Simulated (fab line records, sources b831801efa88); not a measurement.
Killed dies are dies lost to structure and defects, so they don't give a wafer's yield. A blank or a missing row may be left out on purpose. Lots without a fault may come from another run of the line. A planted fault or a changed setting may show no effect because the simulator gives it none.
fab line records | flow sky130
record lots=24 wafers=72 last_day=50
route steps=708 shown FIELD_ISO@16 VT_ADJUST_HVTR@141 POLY_GATE@229 CAPM@550 CAP2M@604 VIA4@640
lots that met no fault: from a run of the same line without faults
start_h: hours from the record's first day to the start of the lot's first wafer shown | wait_h: hours since the lot's step before | " the same as in the row above | L1.1+2: a row that stands for several wafers | - no value, or no start given | * or withheld: withheld | < > ~ a bound
route shown NAME@n: a module of which the file shows steps, and the number in the route of the first | usual: mean/standard deviation of fault-free wafers | same: alike in all rows | chamber/n: place in a boat | sites: the reading at each site | _std_site: their standard deviation | _edge_site: outer sites' mean less inner sites' | radius_mm: how far each site lies from the wafer's centre | mask NAME#n: copy n | behind: the tool/chamber that last shaped the wafer | hold: why the lot was held/for how many hours/how that ended | device: the transistor (n, p or np) that didn't switch | end of line: the same wafers' tests at the end of the route | a step without rows: its recipe alone | killed: dies lost to structure and defects at the first sort, not the wafer's yield | map: a wafer's dies, x killed, . not, _ none there
set.NAME: the setting as run; set.NAME@STEP: as run at that earlier step | model.NAME: the simulator's own value behind a step, which no gauge read
steps of the route over a sample of lots; a table a step, a row a wafer
services: from which hour (start_h, from the record's first day; less than 0 if before it) a tool's chamber was out of use, for how many hours, and why
## steps
# step SKY_FIELD_ISO_ETCH_15
# recipe chemistry=CHF3/O2 target_depth_nm=180 stop_on=Si source_w=600 bias_w=200 pressure_mtorr=40 chf3_flow_sccm=50 O2_flow_sccm=5 time_s=72
# usual chamber_pressure_mTorr=40.00/0.037 drypump_motor_current_A=5.9/0.51 oes_product_au=0.946/0.0074 throttle_valve_pct=8.844/0.0092
# columns lot.wafer tool chamber start_h wait_h chamber_pressure_mTorr drypump_motor_current_A oes_product_au rf_hours_counter_h throttle_valve_pct
L074.1 rie_diel-01 3 29.61 0.0 39.98 6.3 0.938 1 8.857
L074.2 " 0 " " 39.99 4.8 0.953 54 8.843
L074.3 " 2 " " 39.97 4.9 0.958 76 8.844
L075.2 rie_diel-02 1 33.13 0.0 39.98 6.4 0.951 44 8.845
L075.3 " 0 " " 39.95 5.8 0.956 108 8.848
L075.5 " 1 " " 40.00 6.4 0.950 - 8.857
L076.2 rie_diel-04 0 38.09 0.0 39.98 5.8 0.932 92 8.856
L076.3 " 2 " " 40.06 5.5 0.945 136 8.835
L076.6 " 2 " " 40.02 5.5 0.948 - 8.850
L077.3 rie_diel-04 2 44.73 0.0 39.94 5.5 0.942 136 8.847
L077.4 " 2 " " 39.92 5.5 0.946 - 8.835
L077.5 " 0 " " 40.02 5.8 0.941 - 8.834
L078.4 rie_diel-02 0 49.81 0.0 39.97 5.8 0.932 109 8.840
L078.5 " 0 " " 40.02 5.8 0.940 - 8.843
L078.6 " 3 " " 39.99 6.5 0.927 - 8.841
L079.2 rie_diel-04 3 53.66 0.0 40.05 6.2 0.946 147 8.843
L079.4 " 3 " " 39.96 6.2 0.940 - 8.846
L079.6 " 0 " " 39.95 5.8 0.952 - 8.858
L080.1 rie_diel-01 1 60.21 0.0 39.94 5.9 0.939 95 8.835
L080.3 " 2 " " 40.04 4.9 0.933 77 8.845
L080.6 " 3 " " 40.00 6.3 0.936 - 8.856
L081.1 rie_diel-04 1 66.73 0.0 39.97 6.2 0.950 149 8.839
L081.5 " 3 " " 40.00 6.2 0.953 - 8.852
L081.6 " 2 " " 39.96 5.5 0.953 - 8.838
L082.3 rie_diel-02 1 76.79 0.0 40.04 6.4 0.947 45 8.838
L082.4 " 0 " " 40.00 5.8 0.945 109 8.841
L082.5 " 3 " " 39.99 6.5 0.945 - 8.831
L083.3 rie_diel-04 0 76.96 0.0 40.03 5.8 0.938 93 8.845
L083.4 " 1 " " 39.93 6.2 0.942 - 8.832
L083.5 " 3 " " 40.02 6.2 0.943 - 8.840
L084.3 rie_diel-02 0 82.75 0.0 39.96 5.9 0.940 109 8.828
L084.5 " 1 " " 40.01 6.4 0.933 - 8.841
L084.6 " 2 " " 39.97 6.2 0.941 - 8.847
L085.1 rie_diel-04 2 95.81 0.0 39.98 5.5 0.947 137 8.847
L085.5 " 0 " " 40.00 5.8 0.940 - 8.843
L085.6 " 3 " " 39.98 6.2 0.946 - 8.855
L086.1 rie_diel-02 3 96.03 0.0 40.05 6.5 0.946 136 8.851
L086.2 " 2 " " 40.02 6.2 0.942 120 8.846
L086.6 " 3 " " 40.04 6.5 0.949 - 8.853
L087.2 rie_diel-02 3 99.58 0.0 40.08 6.5 0.941 136 8.859
L087.3 " 1 " " 39.99 6.4 0.948 45 8.845
L087.6 " 3 " " 40.01 6.5 0.949 - 8.829
L088.1 rie_diel-04 3 103.39 0.0 39.97 6.2 0.965 148 8.840
L088.3 " 1 " " 39.97 6.3 0.958 149 8.859
L088.4 " 0 " " 39.99 5.8 0.962 94 8.830
L089.1 rie_diel-01 1 109.30 0.0 39.98 5.9 0.945 96 8.854
L089.5 " 2 " " 40.03 4.9 0.948 - 8.838
L089.6 " 3 " " 40.01 6.3 0.944 - 8.850
L090.1 rie_diel-02 2 111.73 0.0 40.00 6.2 0.937 121 8.838
L090.2 " 0 " " 40.00 5.9 0.943 109 8.840
L090.6 " 1 " " 39.99 6.4 0.940 - 8.836
L091.1 rie_diel-01 0 117.01 0.0 40.02 4.8 0.948 56 8.843
L091.3 " 1 " " 40.05 6.0 0.952 96 8.834
L091.5 " 2 " " 40.00 4.9 0.942 - 8.847
L092.1 rie_diel-01 3 124.09 0.0 39.92 6.3 0.951 3 8.843
L092.3 " 2 " " 40.05 4.9 0.950 78 8.831
L092.6 " 2 " " 40.03 4.9 0.941 - 8.853
L093.1 rie_diel-02 0 127.83 0.0 40.03 5.8 0.949 110 8.849
L093.3 " 1 " " 39.95 6.4 0.950 46 8.856
L093.4 " 2 " " 39.98 6.2 0.947 121 8.845
L094.1 rie_diel-04 3 133.94 0.0 40.00 6.2 0.948 149 8.848
L094.2 " 0 " " 40.00 5.8 0.946 94 8.839
L094.6 " 3 " " 39.99 6.2 0.957 - 8.848
L095.1 rie_diel-04 3 137.31 0.0 39.97 6.2 0.949 149 8.844
L095.3 " 0 " " 39.98 5.8 0.955 95 8.851
L095.6 " 1 " " 40.00 6.2 0.950 - 8.848
L096.1 rie_diel-02 3 143.83 0.0 40.00 6.5 0.947 137 8.853
L096.4 " 0 " " 40.03 5.8 0.950 110 8.857
L096.6 " 0 " " 39.96 5.8 0.954 - 8.848
L097.1 rie_diel-01 3 149.83 0.0 40.03 6.3 0.940 4 8.825
L097.2 " 2 " " 40.01 4.9 0.940 79 8.845
L097.3 " 0 " " 40.04 4.8 0.947 57 8.846
# step SKY_VT_ADJUST_HVTR_STRIP_10
# recipe chemistry=O2/N2 power_w=1400 pressure_mtorr=1500 platen_temp_c=withheld o2_flow_sccm=3000 n2_flow_sccm=300 overash_fraction=0.5
# usual chamber_pressure_mTorr=1500.0/1.4 drypump_motor_current_A=5.7/0.5 o2_flow_sccm=2998/9.5 oes_product_au=0.715/0.0043 strip_time_to_endpoint_s=14.21/0.042
# columns lot.wafer tool chamber start_h wait_h chamber_pressure_mTorr drypump_motor_current_A o2_flow_sccm oes_product_au rf_hours_counter_h strip_time_to_endpoint_s
L074.1 plasma_asher-02 1 197.34 0.1 1498.6 6.4 2998 0.712 38 14.24
L074.2 " 0 " " 1498.1 5.8 3011 0.717 38 14.19
L074.3 " 1 " " 1501.0 6.4 2992 0.713 - 14.22
L075.2 plasma_asher-01 0 205.58 0.1 1499.8 6.0 3008 0.716 52 14.30
L075.3 " 0 " " 1500.7 6.0 3001 0.714 - 14.27
L075.5 " 1 " " 1500.7 5.0 2999 0.710 - 14.27
L076.2 plasma_asher-02 0 212.97 0.1 1498.4 5.9 3016 0.711 40 14.16
L076.3 " 0 " " 1497.6 5.9 3000 0.722 - 14.18
L076.6 " 1 " " 1499.5 6.4 3000 0.716 - 14.15
L077.3 plasma_asher-04 1 249.65 0.1 1501.9 5.2 3000 0.710 - 14.20
L077.4 " 0 " " 1497.7 5.7 2995 0.718 - 14.13
L077.5 " 1 " " 1500.1 5.2 2987 0.720 - 14.19
L079.2 plasma_asher-02 0 258.79 0.1 1499.8 5.9 3001 0.713 44 14.20
L079.4 " 0 " " 1498.3 5.8 2995 0.720 - 14.15
L079.6 " 0 " " 1501.6 5.9 3002 0.714 - 14.17
L078.4 plasma_asher-01 1 260.97 0.1 1500.0 4.9 3016 0.721 - 14.20
L078.5 " 0 " " 1500.0 6.0 2989 0.718 - 14.24
L078.6 " 1 " " 1499.1 4.9 2996 0.712 - 14.20
L080.1 plasma_asher-04 0 266.79 0.1 1499.8 5.7 3002 0.715 56 14.23
L080.3 " 0 " " 1501.6 5.7 3005 0.712 - 14.24
L080.6 " 1 " " 1498.5 5.2 2991 0.720 - 14.20
L081.1 plasma_asher-02 0 273.03 0.1 1499.6 5.9 2991 0.714 46 14.20
L081.5 " 1 " " 1499.9 6.4 3005 0.716 - 14.16
L081.6 " 0 " " 1498.2 5.9 3006 0.718 - 14.13
L082.3 plasma_asher-01 0 277.67 0.1 1501.4 6.0 2987 0.709 - 14.20
L082.4 " 1 " " 1502.2 5.0 3003 0.715 - 14.20
L082.5 " 0 " " 1501.3 6.0 3005 0.719 - 14.24
L083.3 plasma_asher-02 0 278.71 0.1 1501.6 5.9 2996 0.725 - 14.21
L083.4 " 1 " " 1501.5 6.4 2990 0.715 - 14.19
L083.5 " 0 " " 1498.4 5.9 2996 0.713 - 14.27
L084.3 plasma_asher-02 1 280.07 0.1 1498.5 6.4 2990 0.716 - 14.15
L084.5 " 1 " " 1500.3 6.4 2990 0.709 - 14.19
L084.6 " 0 " " 1502.4 5.8 3001 0.714 - 14.20
L086.1 plasma_asher-04 1 294.69 0.1 1500.8 5.2 2991 0.713 59 14.29
L086.2 " 0 " " 1501.6 5.7 3004 0.717 59 14.27
L086.6 " 0 " " 1499.7 5.7 2991 0.710 - 14.28
L085.1 plasma_asher-02 1 296.42 0.1 1498.8 6.4 3005 0.708 49 14.24
L085.5 " 1 " " 1500.8 6.4 2993 0.712 - 14.25
L085.6 " 0 " " 1501.1 5.9 3012 0.712 - 14.26
L087.2 plasma_asher-04 1 302.62 0.1 1499.5 5.2 3013 0.715 60 14.24
L087.3 " 1 " " 1502.4 5.2 3004 0.715 - 14.25
L087.6 " 0 " " 1498.9 5.7 2991 0.715 - 14.28
L088.1 plasma_asher-01 0 306.77 0.1 1499.4 6.1 3000 0.712 61 14.15
L088.3 " 1 " " 1501.5 4.9 3012 0.707 - 14.19
L088.4 " 0 " " 1499.0 6.0 2993 0.722 - 14.16
L089.1 plasma_asher-04 1 319.47 0.1 1497.1 5.2 2999 0.709 62 14.20
L089.5 " 0 " " 1497.6 5.7 3007 0.719 - 14.20
L089.6 " 1 " " 1502.5 5.2 2994 0.718 - 14.22
L090.1 plasma_asher-02 1 320.72 0.1 1500.4 6.4 3002 0.711 52 14.26
L090.2 " 0 " " 1501.9 5.9 2986 0.723 52 14.27
L090.6 " 0 " " 1500.0 5.9 3001 0.711 - 14.29
L091.1 plasma_asher-02 1 326.39 0.1 1501.2 6.4 3007 0.709 52 14.24
L091.3 " 1 " " 1499.4 6.4 2990 0.710 - 14.25
L091.5 " 1 " " 1501.3 6.4 2996 0.713 - 14.19
L092.1 plasma_asher-01 0 335.38 0.1 1500.2 6.0 2999 0.707 64 14.14
L092.3 " 0 " " 1498.6 6.0 2997 0.716 - 14.20
L092.6 " 0 " " 1499.1 6.0 3014 0.718 - 14.17
L093.1 plasma_asher-04 1 338.54 0.1 1501.6 5.2 2976 0.724 63 14.18
L093.3 " 1 " " 1498.6 5.2 2987 0.716 - 14.17
L093.4 " 0 " " 1499.4 5.7 2987 0.720 - 14.18
L094.1 plasma_asher-01 0 354.99 0.1 1499.1 6.0 2989 0.718 66 14.21
L094.2 " 1 " " 1501.4 5.0 3023 0.716 66 14.18
L094.6 " 1 " " 1497.9 5.0 2998 0.718 - 14.17
L095.1 plasma_asher-01 1 362.14 0.1 1499.3 4.9 2995 0.723 67 14.28
L095.3 " 1 " " 1500.7 4.9 2991 0.713 - 14.26
L095.6 " 1 " " 1500.3 4.9 2997 0.712 - 14.27
L096.1 plasma_asher-01 1 366.48 0.1 1498.7 4.9 3024 0.710 67 14.18
L096.4 " 0 " " 1500.1 6.0 3001 0.720 - 14.19
L096.6 " 0 " " 1497.3 6.0 2997 0.716 - 14.17
L097.1 plasma_asher-04 1 371.27 0.1 1503.7 5.2 3001 0.717 67 14.19
L097.2 " 0 " " 1499.6 5.7 2983 0.716 67 14.19
L097.3 " 1 " " 1500.7 5.2 3010 0.714 - 14.25
# step SKY_POLY_GATE_ETCH_15
# recipe chemistry=N2/H2 target=BARC ion_energy_ev=200 source_w=500 bias_w=100 pressure_mtorr=30 n2_flow_sccm=100 h2_flow_sccm=200 stop_on=SiO2 time_s=118.5 target_depth_a=1100
# usual chamber_pressure_mTorr=30.00/0.03 drypump_motor_current_A=5.6/0.56 oes_product_au=0.716/0.0047 throttle_valve_pct=13.213/0.0091
# columns lot.wafer tool chamber start_h wait_h chamber_pressure_mTorr drypump_motor_current_A oes_product_au rf_hours_counter_h throttle_valve_pct
L074.1 rie_diel-04 2 359.70 0.0 30.00 5.5 0.716 2 13.203
L074.2 " 3 " " 30.01 6.2 0.717 3 13.223
L074.3 " 1 " " 30.00 6.2 0.702 4 13.211
L075.2 rie_diel-03 3 368.08 0.0 30.00 4.9 0.714 15 13.217
L075.3 " 1 " " 29.98 5.9 0.727 0 13.222
L075.5 " 3 " " 30.00 4.9 0.722 - 13.211
L076.2 rie_diel-01 0 378.95 0.0 30.02 4.8 0.721 62 13.230
L076.3 " 2 " " 30.02 4.9 0.713 82 13.219
L076.6 " 2 " " 30.02 4.9 0.712 - 13.195
L077.3 rie_diel-03 3 421.32 0.0 30.01 4.9 0.728 16 13.224
L077.4 " 0 " " 30.01 5.1 0.721 0 13.211
L077.5 " 2 " " 30.01 5.4 0.722 - 13.186
L079.2 rie_diel-01 1 434.90 0.0 29.99 5.9 0.714 102 13.216
L079.4 " 2 " " 30.04 4.9 0.712 83 13.238
L079.6 " 1 " " 30.02 6.0 0.724 - 13.198
L078.4 rie_diel-03 3 440.42 0.0 30.04 4.9 0.717 16 13.214
L078.5 " 1 " " 30.01 5.9 0.717 - 13.216
L078.6 " 2 " " 29.99 5.4 0.715 - 13.213
L080.1 rie_diel-04 3 443.55 0.0 30.00 6.2 0.723 4 13.224
L080.3 " 2 " " 29.97 5.6 0.723 4 13.229
L080.6 " 1 " " 30.00 6.3 0.709 - 13.209
L081.1 rie_diel-04 2 452.70 0.0 29.97 5.5 0.708 4 13.221
L081.5 " 0 " " 30.02 5.8 0.716 - 13.219
L081.6 " 3 " " 29.93 6.2 0.712 - 13.207
L082.3 rie_diel-04 1 458.62 0.0 29.98 6.3 0.715 5 13.231
L082.4 " 1 " " 29.99 6.3 0.712 - 13.201
L082.5 " 3 " " 29.98 6.2 0.710 - 13.211
L084.3 rie_diel-04 1 460.82 0.0 29.94 6.2 0.717 6 13.210
L084.5 " 3 " " 30.01 6.2 0.722 - 13.220
L084.6 " 1 " " 29.98 6.2 0.721 - 13.216
L083.3 rie_diel-01 0 461.52 0.0 29.98 4.8 0.717 64 13.201
L083.4 " 3 " " 30.01 6.3 0.719 - 13.228
L083.5 " 2 " " 30.00 4.9 0.719 - 13.214
L086.1 rie_diel-04 3 480.30 0.0 30.00 6.2 0.718 5 13.214
L086.2 " 2 " " 30.05 5.5 0.716 5 13.223
L086.6 " 1 " " 30.00 6.3 0.715 - 13.208
L085.1 rie_diel-01 0 484.92 0.0 30.00 4.8 0.713 64 13.219
L085.5 " 1 " " 30.02 5.9 0.726 - 13.215
L085.6 " 2 " " 30.03 4.9 0.709 - 13.224
L087.2 rie_diel-01 2 488.80 0.0 30.03 4.9 0.715 85 13.217
L087.3 " 1 " " 30.08 6.0 0.719 0 13.216
L087.6 " 3 " " 29.98 6.3 0.716 - 13.198
L088.1 rie_diel-01 1 495.87 0.0 30.00 6.0 0.716 1 13.214
L088.3 " 0 " " 30.00 4.8 0.715 64 13.216
L088.4 " 3 " " 30.03 6.3 0.712 11 13.203
L089.1 rie_diel-01 1 504.02 0.0 30.04 6.0 0.723 1 13.197
L089.5 " 2 " " 29.99 4.9 0.717 - 13.209
L089.6 " 1 " " 29.92 5.9 0.718 - 13.209
L090.1 rie_diel-01 3 508.45 0.0 30.01 6.3 0.713 12 13.211
L090.2 " 2 " " 29.98 4.9 0.718 86 13.205
L090.6 " 1 " " 30.03 6.0 0.722 - 13.202
L091.1 rie_diel-04 3 515.65 0.0 30.01 6.2 0.720 6 13.210
L091.3 " 0 " " 30.01 5.8 0.718 1 13.200
L091.5 " 1 " " 29.98 6.3 0.714 - 13.223
L092.1 rie_diel-01 2 524.97 0.0 29.97 4.9 0.721 86 13.210
L092.3 " 1 " " 30.00 5.9 0.720 1 13.202
L092.6 " 3 " " 29.99 6.3 0.713 - 13.194
L093.1 rie_diel-01 0 531.72 0.0 29.99 4.8 0.718 65 13.208
L093.3 " 1 " " 30.01 5.9 0.726 2 13.216
L093.4 " 0 " " 30.03 4.8 0.719 - 13.216
L094.1 rie_diel-01 1 547.30 0.0 29.99 5.9 0.711 2 13.210
L094.2 " 3 " " 29.98 6.3 0.713 13 13.192
L094.6 " 3 " " 30.03 6.3 0.709 - 13.216
L095.1 rie_diel-03 0 554.70 0.0 30.07 5.1 0.722 2 13.218
L095.3 " 1 " " 29.91 5.9 0.718 3 13.201
L095.6 " 2 " " 29.99 5.4 0.716 - 13.213
L096.1 rie_diel-03 1 558.27 0.0 29.99 5.9 0.716 3 13.224
L096.4 " 0 " " 29.98 5.1 0.717 2 13.224
L096.6 " 2 " " 29.96 5.4 0.712 - 13.198
L097.1 rie_diel-01 0 568.42 0.0 29.98 4.8 0.717 66 13.198
L097.2 " 3 " " 30.03 6.3 0.721 13 13.218
L097.3 " 1 " " 29.94 5.9 0.712 2 13.207
# step SKY_CAPM_METAL_ETCH_13
# recipe target_depth_nm=220 stop_on=SiO2 chemistry=Cl2/BCl3 target=TiN pressure_mtorr=10 icp_w=900 bias_w=48.5 Cl2_flow_sccm=60 bcl3_flow_sccm=30 time_s=62.9
# usual chamber_pressure_mTorr=10.000/0.01 drypump_motor_current_A=5.4/0.39 oes_product_au=0.940/0.0078 throttle_valve_pct=21.902/0.0096
# columns lot.wafer tool chamber start_h wait_h chamber_pressure_mTorr drypump_motor_current_A oes_product_au rf_hours_counter_h throttle_valve_pct
L074.1 rie_metal-02 1 867.25 0.0 10.005 5.6 0.926 1 21.915
L074.2 " 1 " " 9.993 5.6 0.933 - 21.912
L074.3 " 1 " " 10.015 5.6 0.929 - 21.911
L075.2 rie_metal-01 0 869.35 0.0 10.003 5.3 0.934 17 21.916
L075.3 " 1 " " 9.998 4.7 0.943 - 21.894
L075.5 " 1 " " 9.979 4.7 0.947 - 21.902
L076.2 rie_metal-02 0 883.70 0.0 10.019 5.5 0.921 0 21.907
L076.3 " 1 " " 9.999 5.6 0.939 - 21.907
L076.6 " 0 " " 9.997 5.5 0.922 - 21.907
L077.3 rie_metal-01 0 922.69 0.0 9.998 5.3 0.943 - 21.908
L077.4 " 1 " " 10.014 4.7 0.945 - 21.908
L077.5 " 0 " " 10.009 5.3 0.951 - 21.902
L079.2 rie_metal-04 0 931.28 0.0 9.993 5.9 0.938 3 21.899
L079.4 " 0 " " 9.991 5.9 0.936 - 21.899
L079.6 " 0 " " 9.999 5.9 0.945 - 21.902
L078.4 rie_metal-01 1 934.49 0.1 10.021 4.7 0.927 - 21.908
L078.5 " 1 " " 9.999 4.7 0.935 - 21.914
L078.6 " 1 " " 10.004 4.7 0.936 - 21.915
L080.1 rie_metal-01 1 938.87 0.0 10.005 4.7 0.941 19 21.889
L080.3 " 1 " " 9.980 4.7 0.950 - 21.896
L080.6 " 1 " " 10.003 4.7 0.939 - 21.906
L081.1 rie_metal-01 0 944.78 0.0 9.974 5.3 0.933 0 21.897
L081.5 " 0 " " 10.004 5.3 0.931 - 21.896
L081.6 " 0 " " 9.994 5.3 0.934 - 21.913
L082.3 rie_metal-02 1 948.66 0.0 10.007 5.6 0.949 - 21.899
L082.4 " 0 " " 9.986 5.5 0.946 - 21.903
L082.5 " 1 " " 10.003 5.7 0.952 - 21.906
L084.3 rie_metal-04 1 953.83 0.0 10.011 5.3 0.942 - 21.891
L084.5 " 1 " " 9.994 5.3 0.934 - 21.932
L084.6 " 0 " " 9.987 5.9 0.946 - 21.895
L083.3 rie_metal-02 0 954.44 0.0 9.993 5.5 0.946 - 21.884
L083.4 " 1 " " 9.994 5.6 0.951 - 21.870
L083.5 " 1 " " 10.010 5.6 0.943 - 21.886
L086.1 rie_metal-02 0 966.17 0.0 10.004 5.5 0.944 5 21.909
L086.2 " 1 " " 10.001 5.7 0.938 5 21.911
L086.6 " 1 " " 10.007 5.6 0.943 - 21.904
L085.1 rie_metal-04 1 967.92 0.0 9.993 5.3 0.959 11 21.897
L085.5 " 0 " " 9.998 5.9 0.944 - 21.900
L085.6 " 1 " " 10.014 5.2 0.946 - 21.908
L087.2 rie_metal-01 1 971.50 0.0 9.996 4.7 0.937 1 21.899
L087.3 " 0 " " 10.009 5.3 0.941 - 21.877
L087.6 " 0 " " 10.013 5.3 0.937 - 21.908
L088.1 rie_metal-01 1 980.38 0.0 9.992 4.7 0.942 1 21.900
L088.3 " 1 " " 10.029 4.7 0.943 - 21.901
L088.4 " 0 " " 10.004 5.3 0.942 - 21.890
L089.1 rie_metal-02 1 983.73 0.0 10.004 5.6 0.935 6 21.905
L089.5 " 0 " " 10.013 5.5 0.930 - 21.887
L089.6 " 1 " " 10.001 5.6 0.926 - 21.905
L090.1 rie_metal-02 0 991.92 0.0 9.996 5.5 0.932 6 21.900
L090.2 " 1 " " 9.993 5.6 0.935 6 21.898
L090.6 " 1 " " 9.994 5.7 0.942 - 21.900
L091.1 rie_metal-04 0 993.33 0.0 9.985 5.9 0.943 7 21.892
L091.3 " 0 " " 10.013 5.9 0.934 - 21.908
L091.5 " 0 " " 10.011 5.9 0.945 - 21.920
L092.1 rie_metal-01 1 1000.63 0.0 9.990 4.7 0.943 2 21.896
L092.3 " 1 " " 10.013 4.7 0.944 - 21.917
L092.6 " 0 " " 10.003 5.3 0.946 - 21.887
L093.1 rie_metal-02 1 1006.50 0.0 9.999 5.6 0.935 7 21.893
L093.3 " 1 " " 9.992 5.6 0.937 - 21.908
L093.4 " 0 " " 10.007 5.5 0.939 - 21.903
L094.1 rie_metal-01 0 1018.57 0.0 9.991 5.3 0.934 6 21.895
L094.2 " 1 " " 10.006 4.7 0.941 4 21.914
L094.6 " 0 " " 10.000 5.3 0.932 - 21.908
L095.1 rie_metal-02 1 1023.95 0.0 9.997 5.7 0.943 8 21.916
L095.3 " 1 " " 10.003 5.7 0.933 - 21.891
L095.6 " 1 " " 9.986 5.6 0.942 - 21.916
L096.1 rie_metal-04 1 1026.10 0.0 9.998 5.2 0.950 14 21.892
L096.4 " 0 " " 10.002 5.9 0.953 - 21.889
L096.6 " 1 " " 10.007 5.2 0.954 - 21.890
L097.1 rie_metal-04 0 1032.23 0.0 9.993 5.9 0.937 10 21.915
L097.2 " 1 " " 10.008 5.3 0.942 14 21.902
L097.3 " 1 " " 10.004 5.3 0.938 - 21.907
# step SKY_CAP2M_THK_MEAS_01
# recipe reads=SiO2_of_CAP2M_CVD_00
# usual CAP2M_CVD_00_THK=15.40/0.22
# columns lot.wafer tool chamber start_h wait_h CAP2M_CVD_00_THK[nm]
L074.1 film_metro-01 - 922.56 - 15.26
L074.2 " - " " 15.33
L074.3 " - " " 15.22
L075.2 film_metro-03 - 923.56 - 14.99
L075.3 " - " " 15.22
L075.5 " - " " 15.37
L076.2 film_metro-03 - 937.57 - 15.26
L076.3 " - " " 15.04
L076.6 " - " " 15.54
L077.3 film_metro-02 - 975.78 - 15.45
L077.4 " - " " 15.82
L077.5 " - " " 15.74
L079.2 film_metro-03 - 983.68 - 15.49
L079.4 " - " " 15.80
L079.6 " - " " 15.80
L078.4 film_metro-03 - 986.42 - 15.49
L078.5 " - " " 15.45
L078.6 " - " " 15.62
L080.1 film_metro-03 - 991.08 - 15.27
L080.3 " - " " 15.37
L080.6 " - " " 15.24
L081.1 film_metro-02 - 996.57 - 15.30
L081.5 " - " " 15.47
L081.6 " - " " 15.36
L082.3 film_metro-02 - 1000.43 - 15.64
L082.4 " - " " 15.72
L082.5 " - " " 15.64
L084.3 film_metro-01 - 1004.37 - 14.90
L084.5 " - " " 15.06
L084.6 " - " " 15.23
L083.3 film_metro-03 - 1005.79 - 15.57
L083.4 " - " " 15.44
L083.5 " - " " 15.46
L086.1 film_metro-03 - 1016.73 - 15.29
L086.2 " - " " 15.06
L086.6 " - " " 15.78
L085.1 film_metro-01 - 1019.92 - 14.81
L085.5 " - " " 15.30
L085.6 " - " " 15.45
L087.2 film_metro-03 - 1022.15 - 15.29
L087.3 " - " " 15.42
L087.6 " - " " 15.55
L088.1 film_metro-01 - 1029.84 - 15.22
L088.3 " - " " 15.53
L088.4 " - " " 15.66
L089.1 film_metro-02 - 1033.53 - 15.15
L089.5 " - " " 15.27
L089.6 " - " " 15.21
L090.1 film_metro-01 - 1041.18 - 15.38
L090.2 " - " " 14.98
L090.6 " - " " 15.71
L091.1 film_metro-02 - 1042.66 - 15.42
L091.3 " - " " 15.48
L091.5 " - " " 15.76
L092.1 film_metro-02 - 1050.43 - 15.49
L092.3 " - " " 15.37
L092.6 " - " " 15.60
L093.1 film_metro-01 - 1054.71 - 15.06
L093.3 " - " " 15.24
L093.4 " - " " 15.49
L094.1 film_metro-01 - 1066.98 - 15.32
L094.2 " - " " 15.28
L094.6 " - " " 15.43
L095.1 film_metro-01 - 1072.12 - 15.06
L095.3 " - " " 15.26
L095.6 " - " " 15.53
L096.1 film_metro-01 - 1072.49 - 15.51
L096.4 " - " " 15.37
L096.6 " - " " 15.77
L097.1 film_metro-03 - 1079.13 - 15.36
L097.2 " - " " 15.31
L097.3 " - " " 15.12
# step SKY_VIA4_THK_MEAS_01
# recipe reads=SiO2_of_VIA4_HDPCVD_00
# usual VIA4_HDPCVD_THK=1757/16
# columns lot.wafer tool chamber start_h wait_h VIA4_HDPCVD_THK[nm]
L074.1 film_metro-03 - 972.14 0.1 1755
L074.2 " - " " 1758
L074.3 " - " " 1754
L075.2 film_metro-03 - 974.64 0.1 1748
L075.3 " - " " 1760
L075.5 " - " " 1768
L076.2 film_metro-03 - 987.31 0.1 1781
L076.3 " - " " 1759
L076.6 " - " " 1764
L077.3 film_metro-04 - 1023.50 0.1 1760
L077.4 " - " " 1773
L077.5 " - " " 1756
L079.2 film_metro-01 - 1031.81 0.1 1773
L079.4 " - " " 1745
L079.6 " - " " 1760
L078.4 film_metro-03 - 1033.26 0.0 1744
L078.5 " - " " 1751
L078.6 " - " " 1773
L080.1 film_metro-03 - 1038.44 0.1 1714
L080.3 " - " " 1742
L080.6 " - " " 1733
L081.1 film_metro-03 - 1043.52 0.1 1772
L081.5 " - " " 1745
L081.6 " - " " 1780
L082.3 film_metro-03 - 1047.59 0.1 1764
L082.4 " - " " 1750
L082.5 " - " " 1738
L084.3 film_metro-04 - 1050.82 0.1 1747
L084.5 " - " " 1716
L084.6 " - " " 1719
L083.3 film_metro-04 - 1052.35 0.1 1756
L083.4 " - " " 1755
L083.5 " - " " 1729
L086.1 film_metro-01 - 1062.79 0.1 1769
L086.2 " - " " 1757
L086.6 " - " " 1772
L085.1 film_metro-03 - 1066.27 0.1 1768
L085.5 " - " " 1783
L085.6 " - " " 1755
L087.2 film_metro-03 - 1067.64 0.1 1761
L087.3 " - " " 1737
L087.6 " - " " 1752
L088.1 film_metro-03 - 1075.62 0.1 1763
L088.3 " - " " 1771
L088.4 " - " " 1777
L089.1 film_metro-04 - 1078.69 0.1 1760
L089.5 " - " " 1760
L089.6 " - " " 1750
L090.1 film_metro-03 - 1085.77 0.1 1776
L090.2 " - " " 1757
L090.6 " - " " 1779
L091.1 film_metro-04 - 1086.77 0.1 1764
L091.3 " - " " 1799
L091.5 " - " " 1772
L092.1 film_metro-04 - 1093.03 0.1 1785
L092.3 " - " " 1800
L092.6 " - " " 1780
L093.1 film_metro-04 - 1098.20 0.1 1723
L093.3 " - " " 1733
L093.4 " - " " 1727
L094.1 film_metro-03 - 1109.85 0.1 1759
L094.2 " - " " 1764
L094.6 " - " " 1741
L095.1 film_metro-04 - 1115.33 0.1 1761
L095.3 " - " " 1743
L095.6 " - " " 1750
L096.1 film_metro-04 - 1115.63 0.1 1757
L096.4 " - " " 1757
L096.6 " - " " 1752
L097.1 film_metro-04 - 1122.92 0.1 1749
L097.2 " - " " 1730
L097.3 " - " " 1749
## services
# columns tool chamber start_h hours kind
rie_diel-01 - 12.66 0.1 repair
rie_diel-04 3 34.54 16.6 repair
rie_diel-01 2 44.84 5.2 repair
rie_diel-04 1 53.11 8.8 repair
rie_diel-04 2 73.08 15.4 repair
rie_diel-01 1 76.83 2.3 repair
rie_diel-01 - 94.20 0.4 repair
rie_diel-01 1 143.43 7.5 repair
rie_diel-01 - 164.41 1.1 repair
rie_diel-01 2 179.45 3.1 repair
rie_diel-01 2 302.09 17.5 repair
rie_diel-01 0 317.93 4.7 repair
rie_diel-01 2 528.87 15.4 repair
rie_diel-01 1 533.55 11.1 repair
rie_diel-01 - 573.09 28.1 pm
rie_diel-01 1 611.97 19.4 repair
rie_diel-01 - 733.04 2.8 pm
rie_diel-01 - 745.42 14.6 pm
rie_diel-01 3 761.38 5.8 repair
rie_diel-01 0 878.28 12.3 repair
rie_diel-01 3 911.58 3.2 repair
rie_diel-01 - 916.71 4.3 pm
rie_diel-01 1 944.63 5.4 repair
rie_diel-01 1 1004.25 10.0 repair
## key
fault none
